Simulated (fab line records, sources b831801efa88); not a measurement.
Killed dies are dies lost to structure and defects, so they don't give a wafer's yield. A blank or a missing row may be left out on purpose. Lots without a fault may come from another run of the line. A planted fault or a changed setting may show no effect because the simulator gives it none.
One fault seen from 2 desks | flow gf180mcu | each desk has only its own numbers; what lay behind them comes last

THE TOOL OWNER'S DESK: krf_scanner-02
The tool's own readings at GF_M3_EXPOSE_11 (exposes mask Metal3, target cd 280 nm): means of the sampled wafers that have a number, for each lot that ran on this tool. A lot is out of limits, marked OUT, if its mean lies more than 4 standard deviations from the usual mean; the brackets give that distance.
Columns: A = exposure_dose_mJ_cm2 at GF_M3_EXPOSE_11, usual 27.989
lot  | first seen here | A
L461 | day 21 14:23    | 27.982
L462 | day 22 04:22    | 27.995
L463 | day 22 20:15    | 27.982
L464 | day 22 22:00    | 27.999
L466 | day 23 13:11    | 27.993
L467 | day 23 22:47    | 28.021
L468 | day 24 01:29    | 27.995
L469 | day 24 17:06    | 29.148 (+40) OUT
L474 | day 26 12:12    | 28.590 (+21) OUT
This desk's finding: out of limits on L469, L474; first on L469, day 24 17:06 (exposure_dose_mJ_cm2 at GF_M3_EXPOSE_11). In limits: L461, L462, L463, L464, L466, L467, L468.

THE METROLOGY DESK
What the gauges read, lot by lot, whatever tool the lot ran on: means of the sampled wafers that have a number. A lot is out of limits, marked OUT, if its mean lies more than 4 standard deviations from the usual mean; the brackets give that distance.
Columns: A = V2_W_RS at GF_V2_RS_MEAS_24, usual 0.326 ohm/sq; B = cd_nm at GF_M3_CD_MEAS_14, usual 280.2 nm
lot  | first seen here | A     | B
L461 | day 21 01:50    | 0.320 | 279.0
L462 | day 21 15:44    | 0.329 | 280.7
L463 | day 22 07:30    | 0.320 | 280.2
L464 | day 22 09:38    | 0.324 | 282.4
L466 | day 23 01:21    | 0.320 | 280.1
L467 | day 23 10:26    | 0.326 | 280.1
L468 | day 23 13:26    | 0.326 | 279.6
L469 | day 24 05:22    | 0.324 | 274.1 (-5.1) OUT
L470 | day 24 20:01    | 0.324 | 282.4
L474 | day 26 01:05    | 0.329 | 276.8
L476 | day 26 12:19    | 0.323 | 279.4
L478 | day 26 22:40    | 0.324 | 279.9
This desk's finding: out of limits on L469; first on L469, day 25 04:00 (cd_nm at GF_M3_CD_MEAS_14). In limits: L461, L462, L463, L464, L466, L467, L468, L470, L474, L476, L478.

PUT TOGETHER
The tool owner's desk could have raised an alarm at day 24 17:06, on L469, L474.
The metrology desk could have raised an alarm at day 25 04:00, on L469.
The metrology desk has L474 on record, within its limits.
Of the lots named, all ran GF_M3_EXPOSE_11 on krf_scanner-02.

WHAT THE SIMULATOR HAD PUT IN
Process parameter drift: krf_scanner-02, from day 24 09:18 on, at GF_M3_EXPOSE_11. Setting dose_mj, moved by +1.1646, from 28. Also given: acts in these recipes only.
Lots struck among those shown: L469, L474.
Hours from the fault's start to each desk's first reading out of limits: the tool owner's desk, 8; the metrology desk, 19.
